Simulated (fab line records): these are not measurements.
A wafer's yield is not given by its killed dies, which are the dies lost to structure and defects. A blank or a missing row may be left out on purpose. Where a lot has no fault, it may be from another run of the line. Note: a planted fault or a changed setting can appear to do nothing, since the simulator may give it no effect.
fab line records	flow sky130
record: lots: 11	wafers: 33	last-day: 50
route steps=708 shown VIA3@596 METAL4@601 CAP2M@615 VIA4@645 PAD_OPEN@708
lots that met no fault: from a run of the same line without faults
start-h: hours from the record's opening day to when the first of the lot's shown wafers began	wait-h: hours from the lot's prior step to this one	" same as the row above	L1.1+2: a single row standing in for several wafers	- no value, or no start given	* or withheld: withheld	< > ~ a bound
route shown NAME@n: NAME is a module with steps in the file, n the number in the route of the first one	usual: mean/standard deviation of fault-free wafers	same: alike in all rows	chamber/n: place in a boat	sites: per-site readings	_std_site: how widely they spread, as a standard deviation	_edge_site: inner sites' mean taken away from outer sites' mean	radius-mm: how far each site lies from the wafer's centre	mask NAME#n: copy n	behind: the most recent tool/chamber to have shaped the wafer	hold: reason for holding the lot/hours on hold/outcome of the hold	device: which transistor (n, p or np) failed to switch	end of line: tests of these same wafers at the route's end	a step given without rows: its recipe and nothing more	killed: count of dies lost to structure and defects at first sort (not the wafer's yield)	map: a wafer's dies, x killed, . not, _ none there
set.NAME: setting as actually run; set.NAME@STEP: the setting as run at that earlier step	model.NAME: the simulator's own value behind a step, which no gauge read
the route's steps for a sample of lots (tables are steps, rows are wafers)
services: when a tool's chamber went out of use (start-h, in hours from the record's first day, below 0 if earlier), for how many hours, and the reason
== steps ==
step: SKY_VIA3_THK_MEAS_23
recipe: thk-meas-gauge: xrf	reads: W_of_VIA3_CVD_21
usual: VIA3_W_THK: 398/7.7
lot.wafer	tool	chamber	start-h	wait-h	VIA3_W_THK[nm]
L385.1	film-metro-04	-	918.21	0.1	400
L385.4	"	-	"	"	394
L385.5	"	-	"	"	402
L386.4	film-metro-01	-	921.42	0.1	399
L386.5	"	-	"	"	402
L386.6	"	-	"	"	400
L387.2	film-metro-02	-	931.37	0.1	396
L387.4	"	-	"	"	407
L387.6	"	-	"	"	405
L389.1	film-metro-01	-	945.05	0.1	405
L389.2	"	-	"	"	409
L389.6	"	-	"	"	400
L391.1	film-metro-02	-	970.36	0.1	401
L391.3	"	-	"	"	405
L391.4	"	-	"	"	395
L395.1	film-metro-02	-	1001.49	0.1	391
L395.3	"	-	"	"	392
L395.6	"	-	"	"	397
L397.2	film-metro-01	-	1006.60	0.1	394
L397.3	"	-	"	"	395
L397.5	"	-	"	"	386
L400.1	film-metro-02	-	1028.97	0.1	410
L400.3	"	-	"	"	410
L400.6	"	-	"	"	410
L402.1	film-metro-01	-	1040.11	0.1	405
L402.3	"	-	"	"	412
L402.6	"	-	"	"	406
L404.2	film-metro-02	-	1088.78	0.1	396
L404.4	"	-	"	"	385
L404.6	"	-	"	"	393
L405.2	film-metro-04	-	1091.29	0.1	395
L405.3	"	-	"	"	393
L405.4	"	-	"	"	385
step: SKY_METAL4_SPUTTER_03
recipe: material: Ti	target-thk-nm: 5	power-w: 3000	time-s: 3.3	chamber-pressure-pa: 0.4
usual: chamber-pressure-pa: 0.4000/0.00085	throttle-valve-pct: 30.7/0.99
lot.wafer	tool	chamber	start-h	wait-h	chamber-pressure-pa	throttle-valve-pct
L385.1	pvd-sputter-01	-	918.65	0.0	0.3996	30.1
L385.4	"	-	"	"	0.4002	31.2
L385.5	"	-	"	"	0.4000	30.9
L386.4	pvd-sputter-03	-	921.84	0.0	0.3998	29.4
L386.5	"	-	"	"	0.4001	29.6
L386.6	"	-	"	"	0.4006	31.4
L387.2	pvd-sputter-01	-	931.80	0.0	0.3998	30.8
L387.4	"	-	"	"	0.3996	31.0
L387.6	"	-	"	"	0.4016	30.9
L389.1	pvd-sputter-04	-	945.88	0.0	0.4012	32.3
L389.2	"	-	"	"	0.4003	30.2
L389.6	"	-	"	"	0.3995	29.7
L391.1	pvd-sputter-01	-	970.81	0.0	0.4006	30.0
L391.3	"	-	"	"	0.4011	31.2
L391.4	"	-	"	"	0.4005	31.2
L395.1	pvd-sputter-03	-	1001.93	0.0	0.4005	31.2
L395.3	"	-	"	"	0.3999	29.7
L395.6	"	-	"	"	0.3986	29.1
L397.2	pvd-sputter-03	-	1007.04	0.0	0.4006	32.0
L397.3	"	-	"	"	0.3995	29.6
L397.5	"	-	"	"	0.4004	28.8
L400.1	pvd-sputter-01	-	1029.42	0.0	0.4002	31.2
L400.3	"	-	"	"	0.3998	31.1
L400.6	"	-	"	"	0.4008	30.0
L402.1	pvd-sputter-04	-	1041.39	0.0	0.3994	32.5
L402.3	"	-	"	"	0.3990	29.5
L402.6	"	-	"	"	0.3998	32.2
L404.2	pvd-sputter-01	-	1089.26	0.0	0.3998	31.1
L404.4	"	-	"	"	0.3977	31.1
L404.6	"	-	"	"	0.3977	31.1
L405.2	pvd-sputter-03	-	1091.73	0.0	0.3996	31.8
L405.3	"	-	"	"	0.3996	29.4
L405.4	"	-	"	"	0.3989	28.8
step: SKY_CAP2M_OVL_MEAS_12
usual: CAP2M_OVL: -1.1/1.5
lot.wafer	tool	chamber	start-h	wait-h	CAP2M_OVL[nm]
L385.1	overlay-02	-	944.11	0.1	-0.2
L385.4	"	-	"	"	-1.3
L385.5	"	-	"	"	1.4
L386.4	overlay-02	-	946.73	0.1	0.9
L386.5	"	-	"	"	1.2
L386.6	"	-	"	"	-1.5
L387.2	overlay-02	-	955.57	0.1	-2.8
L387.4	"	-	"	"	-1.1
L387.6	"	-	"	"	-1.2
L389.1	overlay-01	-	970.58	0.1	-3.2
L389.2	"	-	"	"	-0.8
L389.6	"	-	"	"	-1.9
L391.1	overlay-02	-	995.01	0.1	0.0
L391.3	"	-	"	"	0.0
L391.4	"	-	"	"	-0.1
L395.1	overlay-02	-	1025.36	0.1	1.6
L395.3	"	-	"	"	-2.2
L395.6	"	-	"	"	0.5
L397.2	overlay-01	-	1030.22	0.1	-2.1
L397.3	"	-	"	"	-1.0
L397.5	"	-	"	"	-1.6
L400.1	overlay-01	-	1050.56	0.1	-2.0
L400.3	"	-	"	"	-0.9
L400.6	"	-	"	"	1.1
L402.1	overlay-02	-	1063.06	0.1	-3.0
L402.3	"	-	"	"	-3.5
L402.6	"	-	"	"	-1.3
L404.2	overlay-01	-	1109.22	0.1	-3.0
L404.4	"	-	"	"	-2.2
L404.6	"	-	"	"	-0.3
L405.2	overlay-01	-	1111.47	0.1	1.0
L405.3	"	-	"	"	-0.8
L405.4	"	-	"	"	-3.4
step: SKY_VIA4_COAT_06
recipe: resist: NOVOLAK	spin-rpm: 3000	resist-thk-nm: 1140
usual: spin-speed-rpm: 3000.3/1.7
lot.wafer	tool	chamber	start-h	wait-h	spin-speed-rpm
L385.1	litho-track-03	0	981.56	0.1	2995.7
L385.4	"	0	"	"	2996.7
L385.5	"	0	"	"	2997.3
L386.4	litho-track-02	0	985.45	0.1	2998.7
L386.5	"	0	"	"	2999.3
L386.6	"	0	"	"	3000.9
L387.2	litho-track-02	0	993.65	0.1	2999.0
L387.4	"	0	"	"	3002.8
L387.6	"	0	"	"	3002.1
L389.1	litho-track-03	0	1008.56	0.1	3002.3
L389.2	"	0	"	"	3003.4
L389.6	"	0	"	"	3001.9
L391.1	litho-track-02	0	1030.88	0.1	2999.5
L391.3	"	0	"	"	3000.1
L391.4	"	0	"	"	3000.0
L395.1	litho-track-03	0	1059.81	0.1	2998.3
L395.3	"	0	"	"	3001.2
L395.6	"	0	"	"	3001.0
L397.2	litho-track-03	0	1065.19	0.1	2997.9
L397.3	"	0	"	"	3001.1
L397.5	"	0	"	"	2999.8
L400.1	litho-track-02	0	1085.13	0.1	3001.6
L400.3	"	0	"	"	2998.3
L400.6	"	0	"	"	2999.7
L402.1	litho-track-02	0	1095.38	0.1	3000.6
L402.3	"	0	"	"	3000.2
L402.6	"	0	"	"	3000.0
L404.2	litho-track-03	0	1139.69	0.1	2999.8
L404.4	"	0	"	"	3000.4
L404.6	"	0	"	"	2997.3
L405.2	litho-track-01	0	1141.82	0.1	3001.9
L405.3	"	0	"	"	3002.4
L405.4	"	0	"	"	3001.6
step: SKY_VIA4_STRIP_13
recipe: chemistry: O2/N2	power-w: 1400	pressure-mtorr: 1500	platen-temp-c: withheld	o2-flow-sccm: 3000	n2-flow-sccm: 300	overash-fraction: 0.5
usual: drypump-motor-current-A: 5.8/0.38	oes-product-au: 0.710/0.0043	strip-time-to-endpoint-s: 12.807/0.029
lot.wafer	tool	chamber	start-h	wait-h	drypump-motor-current-A	oes-product-au	rf-hours-counter-h	strip-time-to-endpoint-s
L385.1	plasma-asher-02	0	994.20	-	6.3	0.721	121	12.766
L385.4	"	1	"	"	5.7	0.723	-	12.712
L385.5	"	0	"	"	6.4	0.713	-	12.768
L386.4	plasma-asher-04	1	996.95	-	5.8	0.706	-	12.799
L386.5	"	1	"	"	5.8	0.708	-	12.781
L386.6	"	0	"	"	6.0	0.710	-	12.829
L387.2	plasma-asher-02	1	1005.44	-	5.7	0.717	122	12.878
L387.4	"	1	"	"	5.7	0.709	-	12.816
L387.6	"	1	"	"	5.7	0.714	-	12.845
L389.1	plasma-asher-02	1	1020.09	-	5.7	0.707	124	12.807
L389.2	"	0	"	"	6.4	0.705	124	12.782
L389.6	"	0	"	"	6.4	0.710	-	12.790
L391.1	plasma-asher-02	0	1042.32	-	6.4	0.702	126	12.834
L391.3	"	1	"	"	5.7	0.706	-	12.818
L391.4	"	0	"	"	6.4	0.706	-	12.777
L395.1	plasma-asher-03	0	1070.34	-	5.1	0.708	67	12.815
L395.3	"	0	"	"	5.1	0.706	-	12.850
L395.6	"	0	"	"	5.1	0.709	-	12.810
L397.2	plasma-asher-04	0	1075.44	-	6.0	0.708	29	12.844
L397.3	"	1	"	"	5.8	0.716	-	12.851
L397.5	"	1	"	"	5.8	0.718	-	12.846
L400.1	plasma-asher-02	1	1094.87	-	5.7	0.682	4	11.064
L400.3	"	0	"	"	6.3	0.681	-	11.061
L400.6	"	1	"	"	5.7	0.682	-	11.044
L402.1	plasma-asher-02	1	1105.15	-	5.7	0.692	5	11.140
L402.3	"	1	"	"	5.7	0.691	-	11.156
L402.6	"	0	"	"	6.4	0.686	-	11.153
L404.2	plasma-asher-02	0	1149.47	-	6.4	0.701	11	12.779
L404.4	"	0	"	"	6.4	0.713	-	12.769
L404.6	"	1	"	"	5.7	0.697	-	12.804
L405.2	plasma-asher-03	0	1151.19	-	5.1	0.699	76	12.785
L405.3	"	1	"	"	5.7	0.710	-	12.799
L405.4	"	0	"	"	5.1	0.707	-	12.813
step: SKY_PAD_OPEN_PROBE_99
usual: defect-limited-yield: 82.6/1.9	killed_at_M0_to_M3: 43/7.3	killed_at_M4_up: 3.0/2	killed-at-contacts: 24/5.2	killed-at-front-end: 15/4.4	killed-at-other: 0.2/0.48	killed-dies: 86/9.1	killed-open: 47/7.3	killed-short: 38/6.4	sort_bin_3_pad_short: 0.8/0.38	sort_bin_5_function: 10.5/1.4	sort_bin_6_memory: 6.1/1.1	sort-n-pass: 406/9.1	sort-yield-pct: 82.6/1.9
same: gross-dies: 492	killed-at-back-side: 0	sort_bin_4_leakage[%]: 0	sort_bin_8_speed[%]: 0
lot.wafer	tool	chamber	start-h	wait-h	defect-limited-yield[%]	killed_at_M0_to_M3	killed_at_M4_up	killed-at-contacts	killed-at-front-end	killed-at-other	killed-dies	killed-open	killed-short	sort_bin_3_pad_short[%]	sort_bin_5_function[%]	sort_bin_6_memory[%]	sort-n-pass	sort-yield-pct[%]
L385.1	prober-02	-	1066.11	0.1	85.2	31	7	24	11	0	73	41	31	0.6	9.6	4.7	419	85.2
L385.4	prober-02	-	1066.26	0.2	80.5	40	4	30	22	0	96	55	40	0.4	11.6	7.5	396	80.5
L385.5	prober-02	-	1066.31	0.2	83.1	39	3	27	14	0	83	43	39	0.6	9.8	6.5	409	83.1
L389.1	prober-02	-	1090.54	0.1	81.9	44	3	33	9	0	89	48	41	0.8	11.0	6.3	403	81.9
L389.2	prober-02	-	1090.59	0.1	82.7	38	5	26	16	0	85	49	36	0.6	8.3	8.3	407	82.7
L389.6	prober-02	-	1090.79	0.2	78.3	55	6	30	16	0	107	60	47	1.4	12.4	7.9	385	78.3
L391.1	prober-02	-	1108.86	0.1	84.1	33	4	28	13	0	78	41	37	0.4	10.2	5.3	414	84.1
L391.3	prober-02	-	1108.96	0.2	83.7	37	2	25	16	0	80	43	37	0.6	10.4	5.3	412	83.7
L391.4	prober-02	-	1109.01	0.2	83.9	38	3	24	13	1	79	42	37	0.6	10.2	5.3	413	83.9
L397.2	prober-01	-	1139.32	0.1	82.5	44	3	16	23	0	86	45	41	0.2	10.6	6.7	406	82.5
L397.3	prober-01	-	1139.37	0.2	83.5	51	1	13	16	0	81	51	30	1.2	9.3	5.9	411	83.5
L397.5	prober-01	-	1139.47	0.2	84.1	33	4	26	15	0	78	39	39	1.0	9.3	5.5	414	84.1
L404.2	prober-01	-	1203.86	0.1	84.3	37	0	34	6	0	77	41	36	0.6	9.8	5.3	415	84.3
L404.4	prober-01	-	1203.96	0.2	85.4	41	3	17	10	1	72	32	40	1.0	10.2	3.5	420	85.4
L404.6	prober-01	-	1204.06	0.2	78.9	50	3	37	14	0	104	49	55	0.8	13.2	7.1	388	78.9
L405.2	prober-01	-	1205.36	0.1	83.7	45	7	16	12	0	80	49	31	0.4	10.8	5.1	412	83.7
L405.3	prober-01	-	1205.41	0.2	86.2	34	2	15	17	0	68	42	26	0.8	7.7	5.3	424	86.2
L405.4	prober-01	-	1205.46	0.2	81.3	48	4	25	14	1	92	59	33	0.2	11.2	7.3	400	81.3
killed by level:class
L385.1 LI_CONTACT:geometric-particle:open=12 VIA1:geometric-particle:open=7 CONTACT:geometric-particle:open=5 METAL1:geometric-particle:short=4 VIA1:geometric-particle:short=4 CONTACT:geometric-particle:short=4 METAL2:geometric-particle:short=4 METAL4:geometric-particle:short=4
L385.4 VIA1:geometric-particle:open=12 CONTACT:geometric-particle:open=11 VIA2:geometric-particle:open=9 METAL2:geometric-particle:short=7 FIELD_ISO:geometric-particle:open=6 FIELD_ISO:geometric-particle:short=6 LI_CONTACT:geometric-particle:open=6 LOCAL_INTERCONNECT:geometric-particle:short=6
L385.5 CONTACT:geometric-particle:open=11 VIA1:geometric-particle:open=8 FIELD_ISO:geometric-particle:short=6 LI_CONTACT:geometric-particle:open=6 LI_CONTACT:geometric-particle:short=5 VIA3:geometric-particle:open=5 VIA1:geometric-particle:short=5 VIA3:geometric-particle:short=5
L389.1 CONTACT:geometric-particle:open=13 VIA2:geometric-particle:open=8 METAL1:geometric-particle:short=7 VIA1:geometric-particle:open=7 CONTACT:geometric-particle:short=6 LI_CONTACT:geometric-particle:open=5 LOCAL_INTERCONNECT:geometric-particle:short=5 FIELD_ISO:geometric-particle:open=4
L389.2 CONTACT:geometric-particle:open=11 VIA1:geometric-particle:open=11 METAL1:geometric-particle:short=10 CONTACT:geometric-particle:short=7 VIA3:geometric-particle:open=5 FIELD_ISO:geometric-particle:open=4 POLY_GATE:geometric-particle:open=4 LI_CONTACT:geometric-particle:open=4
L389.6 VIA1:geometric-particle:open=15 CONTACT:geometric-particle:open=14 VIA2:geometric-particle:open=9 METAL1:geometric-particle:short=6 FIELD_ISO:geometric-particle:short=5 LI_CONTACT:geometric-particle:open=5 CONTACT:geometric-particle:short=5 VIA1:geometric-particle:short=5
L391.1 CONTACT:geometric-particle:open=9 VIA2:geometric-particle:open=9 VIA1:geometric-particle:open=8 LI_CONTACT:geometric-particle:open=8 METAL2:geometric-particle:short=7 CONTACT:geometric-particle:short=6 FIELD_ISO:geometric-particle:open=4 POLY_GATE:geometric-particle:short=4
L391.3 LI_CONTACT:geometric-particle:open=10 POLY_GATE:geometric-particle:short=7 CONTACT:geometric-particle:open=7 METAL1:geometric-particle:short=7 VIA2:geometric-particle:open=7 VIA1:geometric-particle:short=5 VIA1:geometric-particle:open=5 VIA3:geometric-particle:short=4
L391.4 CONTACT:geometric-particle:open=12 VIA1:geometric-particle:open=6 FIELD_ISO:geometric-particle:open=5 LI_CONTACT:geometric-particle:open=5 METAL1:geometric-particle:short=5 METAL2:geometric-particle:short=5 VIA3:geometric-particle:open=5 LOCAL_INTERCONNECT:geometric-particle:short=3
L397.2 VIA1:geometric-particle:open=14 SPACER:geometric-particle:short=7 LI_CONTACT:geometric-particle:open=6 POLY_GATE:geometric-particle:short=5 VIA1:geometric-particle:short=5 VIA2:geometric-particle:open=5 VIA3:geometric-particle:open=5 FIELD_ISO:geometric-particle:open=4
L397.3 VIA1:geometric-particle:open=17 METAL2:geometric-particle:short=8 FIELD_ISO:geometric-particle:open=7 VIA3:geometric-particle:open=7 LI_CONTACT:geometric-particle:open=5 VIA2:geometric-particle:open=5 METAL1:geometric-particle:short=5 POLY_GATE:geometric-particle:short=3
L397.5 VIA1:geometric-particle:open=10 CONTACT:geometric-particle:open=8 METAL2:geometric-particle:short=7 CONTACT:geometric-particle:short=6 VIA1:geometric-particle:short=6 FIELD_ISO:geometric-particle:open=5 LI_CONTACT:geometric-particle:open=5 LOCAL_INTERCONNECT:geometric-particle:short=4
L404.2 VIA1:geometric-particle:open=10 LI_CONTACT:geometric-particle:open=9 CONTACT:geometric-particle:short=9 CONTACT:geometric-particle:open=8 VIA3:geometric-particle:open=6 LI_CONTACT:geometric-particle:short=5 METAL1:geometric-particle:short=4 VIA1:geometric-particle:short=4
L404.4 VIA3:geometric-particle:open=10 LI_CONTACT:geometric-particle:open=9 METAL1:geometric-particle:short=7 VIA1:geometric-particle:short=7 VIA2:geometric-particle:open=4 FIELD_ISO:geometric-particle:short=3 CONTACT:geometric-particle:open=3 VIA1:geometric-particle:open=3
L404.6 LI_CONTACT:geometric-particle:open=9 CONTACT:geometric-particle:short=9 VIA1:geometric-particle:open=8 CONTACT:geometric-particle:open=8 LI_CONTACT:geometric-particle:short=7 VIA1:geometric-particle:short=7 METAL1:geometric-particle:short=7 METAL2:geometric-particle:short=7
L405.2 VIA1:geometric-particle:open=13 VIA3:geometric-particle:open=7 METAL1:geometric-particle:short=7 VIA2:geometric-particle:open=7 LI_CONTACT:geometric-particle:open=6 METAL4:geometric-particle:short=6 CONTACT:geometric-particle:open=5 FIELD_ISO:geometric-particle:open=4
L405.3 CONTACT:geometric-particle:open=10 VIA3:geometric-particle:open=8 VIA2:geometric-particle:open=6 FIELD_ISO:geometric-particle:open=5 POLY_GATE:geometric-particle:open=5 METAL2:geometric-particle:short=5 FIELD_ISO:geometric-particle:short=4 METAL1:geometric-particle:short=4
L405.4 VIA1:geometric-particle:open=15 CONTACT:geometric-particle:open=10 VIA2:geometric-particle:open=8 LI_CONTACT:geometric-particle:open=7 FIELD_ISO:geometric-particle:open=6 CONTACT:geometric-particle:short=5 METAL2:geometric-particle:short=5 POLY_GATE:geometric-particle:open=4
== services ==
tool	chamber	start-h	hours	kind
plasma-asher-04	-	896.30	5.5	repair
pvd-sputter-04	-	929.95	3.3	repair
plasma-asher-02	-	931.70	6.1	repair
pvd-sputter-01	-	932.81	21.8	repair
plasma-asher-02	-	935.13	2.8	repair
plasma-asher-04	-	936.10	0.7	repair
pvd-sputter-01	-	939.83	9.2	repair
plasma-asher-04	-	958.26	5.8	repair
pvd-sputter-01	3	962.38	-	consumable-replace:kit
pvd-sputter-01	3	962.38	18.0	scheduled-down
pvd-sputter-01	3	962.38	18.0	vent-cycle
plasma-asher-02	-	1009.84	1.0	repair
pvd-sputter-01	-	1032.25	1.9	repair
plasma-asher-02	-	1055.25	9.0	pm
plasma-asher-02	0	1055.25	9.0	vent-cycle
plasma-asher-02	1	1055.25	9.0	vent-cycle
plasma-asher-02	0	1064.25	-	clean
plasma-asher-02	1	1064.25	-	clean
pvd-sputter-04	-	1066.95	3.3	repair
plasma-asher-03	-	1074.97	8.5	repair
pvd-sputter-01	2	1088.00	-	consumable-replace:kit
pvd-sputter-01	2	1088.00	18.0	scheduled-down
pvd-sputter-01	2	1088.00	18.0	vent-cycle
pvd-sputter-01	-	1112.71	2.2	repair
== key ==
first-sign: step: SKY_VIA4_STRIP_13	reading: strip-time-to-endpoint-s	direction: down	sigmas: 59	usual: *	struck: *
effect: step: SKY_VIA4_STRIP_13	reading: oes-product-au	direction: down	sigmas: 5.5	usual: 0.710	struck: 0.686
met-at SKY_VIA4_COAT_06
struck-lots L400,L402
not-acting-at SKY_VIA3_THK_MEAS_23,SKY_METAL4_SPUTTER_03,SKY_CAP2M_OVL_MEAS_12
onset-between 1030.88 1085.13
fault: kind: process-parameter-drift	tool: litho-track-02	chamber: -	onset-h: 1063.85	steps: SKY_VIA4_COAT_06	channel: resist-thk-nm	offset: -149.32	shape: step	end-h: 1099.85	acts-in: these-recipes-only	stated: 1140
